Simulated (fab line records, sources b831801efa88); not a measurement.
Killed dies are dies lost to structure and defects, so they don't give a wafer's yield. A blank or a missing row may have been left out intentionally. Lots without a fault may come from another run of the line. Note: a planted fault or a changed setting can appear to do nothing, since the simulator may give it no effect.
fab line records    flow sky130
record lots=14  wafers=42  last_day=50
route steps=708 shown POLY_GATE@218 LDD_P@266 LDD_HVP@285
lots that met no fault: from a run of the same line without faults
start_h: the number of hours between the record's first day and the start of the first shown wafer of the lot    wait_h: hours from the lot's prior step to this one    " as in the row above    L1.1+2: a single row standing in for several wafers    - no value, or no start given    * or withheld: withheld    < > ~ a bound
route shown NAME@n: names a module that has steps shown in the file, with the first one's number in the route    usual: mean/standard deviation of fault-free wafers    same: alike in all rows    chamber/n: place in a boat    sites: per-site readings    _std_site: standard deviation of those values    _edge_site: the outer-site mean with the inner-site mean subtracted    radius_mm: how far each site lies from the wafer's centre    mask NAME#n: copy n    behind: the last tool/chamber to shape the wafer    hold: what put the lot on hold/how long, in hours/how the hold closed    device: names the non-switching transistor (n, p or np)    end of line: the route-end tests of the same wafers    for a step that has no rows: nothing shown but its recipe    killed: the dies lost at the first sort to structure and to defects; this is not the yield of the wafer    map: a wafer's dies, x killed, . not, _ none there
set.NAME: setting as actually run; set.NAME@STEP: the setting as run at that earlier step    model.NAME: the simulator's own value behind a step, which no gauge read
one table for each step of the route and one row for each wafer, over a sample of lots
services: when a tool's chamber went out of use (start_h, in hours from the record's first day, below 0 if earlier), for how many hours, and the reason
## steps
# step SKY_POLY_GATE_THK_MEAS_04
# recipe reads=Si3N4_of_POLY_GATE_CVD_03
# usual POLY_GATE_CVD_03_THK=75.5/0.65
lot.wafer  tool           chamber  start_h  wait_h  POLY_GATE_CVD_03_THK[nm]
L358.2     film_metro-04  -        339.20   0.0     76.2
L358.3     "              -        "        "       75.8
L358.6     "              -        "        "       76.5
L359.1     film_metro-03  -        346.96   0.0     75.3
L359.3     "              -        "        "       75.1
L359.4     "              -        "        "       74.9
L362.1     film_metro-01  -        390.38   0.0     75.1
L362.2     "              -        "        "       74.9
L362.5     "              -        "        "       75.1
L363.1     film_metro-04  -        390.38   0.0     74.9
L363.2     "              -        "        "       75.6
L363.5     "              -        "        "       75.1
L366.1     film_metro-03  -        456.92   0.0     75.1
L366.2     "              -        "        "       75.1
L366.5     "              -        "        "       74.7
L364.1     film_metro-04  -        456.98   0.1     76.1
L364.4     "              -        "        "       75.5
L364.6     "              -        "        "       75.6
L365.1     film_metro-03  -        456.98   0.1     75.6
L365.2     "              -        "        "       75.5
L365.4     "              -        "        "       76.0
L368.3     film_metro-01  -        457.00   0.1     75.6
L368.4     "              -        "        "       75.7
L368.6     "              -        "        "       75.6
L370.1     film_metro-04  -        457.04   0.1     74.9
L370.2     "              -        "        "       75.6
L370.3     "              -        "        "       75.2
L367.1     film_metro-03  -        457.04   0.1     75.8
L367.3     "              -        "        "       75.5
L367.5     "              -        "        "       75.2
L369.3     film_metro-01  -        457.06   0.1     76.3
L369.5     "              -        "        "       75.8
L369.6     "              -        "        "       75.8
L375.1     film_metro-01  -        487.70   0.0     76.3
L375.3     "              -        "        "       75.8
L375.5     "              -        "        "       76.2
L378.2     film_metro-03  -        507.43   0.0     75.9
L378.4     "              -        "        "       75.9
L378.5     "              -        "        "       76.3
L380.1     film_metro-03  -        554.33   0.0     74.2
L380.3     "              -        "        "       73.5
L380.5     "              -        "        "       74.0
# step SKY_LDD_P_TW_MEAS_11
# usual LDD_P_TW=632/3.8
lot.wafer  tool           chamber  start_h  wait_h  LDD_P_TW
L358.2     film_metro-04  -        432.69   0.1     627
L358.3     "              -        "        "       628
L358.6     "              -        "        "       629
L359.1     film_metro-04  -        437.42   0.1     627
L359.3     "              -        "        "       631
L359.4     "              -        "        "       627
L363.1     film_metro-01  -        481.39   0.1     628
L363.2     "              -        "        "       633
L363.5     "              -        "        "       634
L362.1     film_metro-02  -        481.52   0.1     638
L362.2     "              -        "        "       635
L362.5     "              -        "        "       636
L366.1     film_metro-04  -        552.07   0.1     629
L366.2     "              -        "        "       633
L366.5     "              -        "        "       631
L364.1     film_metro-04  -        552.49   0.1     631
L364.4     "              -        "        "       632
L364.6     "              -        "        "       631
L368.3     film_metro-02  -        552.99   0.1     635
L368.4     "              -        "        "       639
L368.6     "              -        "        "       635
L365.1     film_metro-01  -        553.44   0.1     627
L365.2     "              -        "        "       627
L365.4     "              -        "        "       626
L369.3     film_metro-01  -        553.64   0.1     631
L369.5     "              -        "        "       630
L369.6     "              -        "        "       630
L370.1     film_metro-04  -        553.92   0.1     632
L370.2     "              -        "        "       634
L370.3     "              -        "        "       633
L367.1     film_metro-02  -        555.04   0.1     636
L367.3     "              -        "        "       636
L367.5     "              -        "        "       639
L375.1     film_metro-04  -        580.22   0.1     634
L375.3     "              -        "        "       631
L375.5     "              -        "        "       626
L378.2     film_metro-01  -        599.18   0.1     629
L378.4     "              -        "        "       629
L378.5     "              -        "        "       628
L380.1     film_metro-01  -        645.53   0.1     631
L380.3     "              -        "        "       629
L380.5     "              -        "        "       637
# step SKY_LDD_HVP_OVL_MEAS_07
# usual LDD_HVP_OVL=-1.4/1.4
lot.wafer  tool        chamber  start_h  wait_h  LDD_HVP_OVL[nm]
L358.2     overlay-02  -        491.37   0.1     -1.3
L358.3     "           -        "        "       1.0
L358.6     "           -        "        "       0.3
L359.1     overlay-02  -        495.95   0.1     -1.8
L359.3     "           -        "        "       -3.6
L359.4     "           -        "        "       -1.4
L363.1     overlay-01  -        541.75   0.1     -2.7
L363.2     "           -        "        "       -2.4
L363.5     "           -        "        "       -1.4
L362.1     overlay-01  -        542.27   0.1     -1.3
L362.2     "           -        "        "       0.1
L362.5     "           -        "        "       -0.8
L366.1     overlay-02  -        610.82   0.1     -1.9
L366.2     "           -        "        "       0.8
L366.5     "           -        "        "       -0.3
L364.1     overlay-01  -        611.00   0.1     -3.0
L364.4     "           -        "        "       -2.8
L364.6     "           -        "        "       -2.5
L368.3     overlay-01  -        611.31   0.1     -2.1
L368.4     "           -        "        "       -2.1
L368.6     "           -        "        "       -3.2
L365.1     overlay-02  -        612.55   0.1     -0.8
L365.2     "           -        "        "       -0.7
L365.4     "           -        "        "       -0.9
L370.1     overlay-02  -        613.21   0.1     0.0
L370.2     "           -        "        "       -1.1
L370.3     "           -        "        "       0.5
L369.3     overlay-01  -        613.21   0.1     -3.2
L369.5     "           -        "        "       -1.0
L369.6     "           -        "        "       -1.5
L367.1     overlay-01  -        613.80   0.1     -1.9
L367.3     "           -        "        "       -1.2
L367.5     "           -        "        "       -1.5
L375.1     overlay-01  -        637.75   0.1     -1.8
L375.3     "           -        "        "       -2.3
L375.5     "           -        "        "       -1.8
L378.2     overlay-01  -        656.12   0.1     -2.9
L378.4     "           -        "        "       -4.1
L378.5     "           -        "        "       -3.8
L380.1     overlay-02  -        701.77   0.1     -1.9
L380.3     "           -        "        "       -2.0
L380.5     "           -        "        "       -0.3
# step SKY_LDD_HVP_IMPLANT_08
# recipe species=B  energy_kev=20  dose_cm2=1.7e+13  tilt_deg=17.9
# usual beam_energy_keV=19.999/0.0062  beam_on_s=10.03/0.21
lot.wafer  tool          chamber  start_h  wait_h  beam_energy_keV  beam_on_s
L358.2     implanter-01  0        491.43   0.0     19.998           9.83
L358.3     "             0        "        "       20.003           10.12
L358.6     "             0        "        "       19.989           10.22
L359.1     implanter-01  0        495.99   0.0     20.006           10.00
L359.3     "             0        "        "       20.001           10.15
L359.4     "             0        "        "       19.994           10.26
L363.1     implanter-02  0        541.79   0.0     20.006           10.06
L363.2     "             0        "        "       19.998           9.82
L363.5     "             0        "        "       19.996           9.69
L362.1     implanter-04  0        542.30   0.0     19.995           10.12
L362.2     "             0        "        "       20.003           9.94
L362.5     "             0        "        "       20.001           10.26
L366.1     implanter-01  0        610.85   0.0     19.997           10.45
L366.2     "             0        "        "       19.999           10.37
L366.5     "             0        "        "       19.993           9.81
L364.1     implanter-04  0        611.04   0.0     19.991           10.16
L364.4     "             0        "        "       19.999           9.71
L364.6     "             0        "        "       19.991           9.86
L368.3     implanter-02  0        611.39   0.1     19.987           10.09
L368.4     "             0        "        "       19.998           10.29
L368.6     "             0        "        "       19.992           10.26
L365.1     implanter-01  0        612.59   0.0     20.001           10.09
L365.2     "             0        "        "       19.996           9.98
L365.4     "             0        "        "       19.999           9.89
L370.1     implanter-01  -        613.25   0.0     -                -
L370.2     "             -        "        "       -                -
L370.3     "             -        "        "       -                -
L369.3     implanter-04  -        613.29   0.1     -                -
L369.5     "             -        "        "       -                -
L369.6     "             -        "        "       -                -
L367.1     implanter-04  0        613.84   0.0     19.999           9.83
L367.3     "             0        "        "       19.999           9.90
L367.5     "             0        "        "       20.000           9.79
L375.1     implanter-01  0        637.79   0.0     19.997           10.08
L375.3     "             0        "        "       19.998           9.96
L375.5     "             0        "        "       20.000           9.85
L378.2     implanter-04  0        656.17   0.0     20.002           9.90
L378.4     "             0        "        "       20.011           9.95
L378.5     "             0        "        "       20.008           9.99
L380.1     implanter-04  0        701.80   0.0     19.997           10.17
L380.3     "             0        "        "       19.996           9.77
L380.5     "             0        "        "       19.999           10.13
# step SKY_LDD_HVP_TW_MEAS_10
# usual LDD_HVP_TW=456/3.4
lot.wafer  tool           chamber  start_h  wait_h  LDD_HVP_TW
L358.2     film_metro-04  -        491.66   0.1     453
L358.3     "              -        "        "       453
L358.6     "              -        "        "       452
L359.1     film_metro-03  -        496.24   0.1     460
L359.3     "              -        "        "       461
L359.4     "              -        "        "       459
L363.1     film_metro-04  -        542.04   0.1     454
L363.2     "              -        "        "       456
L363.5     "              -        "        "       456
L362.1     film_metro-03  -        542.55   0.1     458
L362.2     "              -        "        "       459
L362.5     "              -        "        "       460
L366.1     film_metro-02  -        611.10   0.1     460
L366.2     "              -        "        "       459
L366.5     "              -        "        "       456
L364.1     film_metro-02  -        611.29   0.1     459
L364.4     "              -        "        "       458
L364.6     "              -        "        "       459
L368.3     film_metro-02  -        611.61   0.1     458
L368.4     "              -        "        "       460
L368.6     "              -        "        "       458
L365.1     film_metro-04  -        612.84   0.1     456
L365.2     "              -        "        "       455
L365.4     "              -        "        "       453
L370.1     film_metro-04  -        613.50   0.1     30
L370.2     "              -        "        "       30
L370.3     "              -        "        "       30
L369.3     film_metro-03  -        613.51   0.1     30
L369.5     "              -        "        "       30
L369.6     "              -        "        "       30
L367.1     film_metro-04  -        614.09   0.1     453
L367.3     "              -        "        "       453
L367.5     "              -        "        "       454
L375.1     film_metro-02  -        638.04   0.1     457
L375.3     "              -        "        "       459
L375.5     "              -        "        "       459
L378.2     film_metro-04  -        656.41   0.1     454
L378.4     "              -        "        "       452
L378.5     "              -        "        "       453
L380.1     film_metro-02  -        702.05   0.1     462
L380.3     "              -        "        "       461
L380.5     "              -        "        "       462
## services
tool          chamber  start_h  hours  kind
implanter-02  -        483.67   3.4    pm
implanter-04  -        489.83   14.7   pm
implanter-04  -        577.77   3.9    repair
implanter-04  -        624.51   1.7    repair
implanter-01  -        692.82   1.7    repair
## key
first_sign step=SKY_LDD_HVP_IMPLANT_08  reading=tool_record  direction=missing
effect step=SKY_LDD_HVP_TW_MEAS_10  reading=LDD_HVP_TW  direction=down  sigmas=99+  usual=456  struck=30
met_at SKY_LDD_HVP_IMPLANT_08
struck_lots L369,L370
later_rows_left_out L369.3,L369.5,L369.6,L370.1,L370.2,L370.3
sort_left_out L369.3,L369.5,L369.6,L370.1,L370.2,L370.3
tester_left_out L369,L370
not_acting_at SKY_POLY_GATE_THK_MEAS_04,SKY_LDD_P_TW_MEAS_11,SKY_LDD_HVP_OVL_MEAS_07
onset_between 611.04 613.25
fault kind=skipped_step_whole  tool=implanter-01,implanter-04  chamber=-  onset_h=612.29  steps=SKY_LDD_HVP_IMPLANT_08  scope=struck_lots_only
# tester_left_out: of these lots the tester's yield and bins aren't shown, on N5 and GAA mostly nor the transistor test; their killed dies are dies lost to structure and defects alone, not to doping, threshold or leakage, so they don't give the yield
# sort_left_out: the simulated sort isn't trusted on such a fault, so these wafers' sort isn't shown, and their yield isn't known
# later_rows_left_out: the simulator's readings of these wafers behind a module that went badly wrong aren't trusted and aren't shown, but for the sort
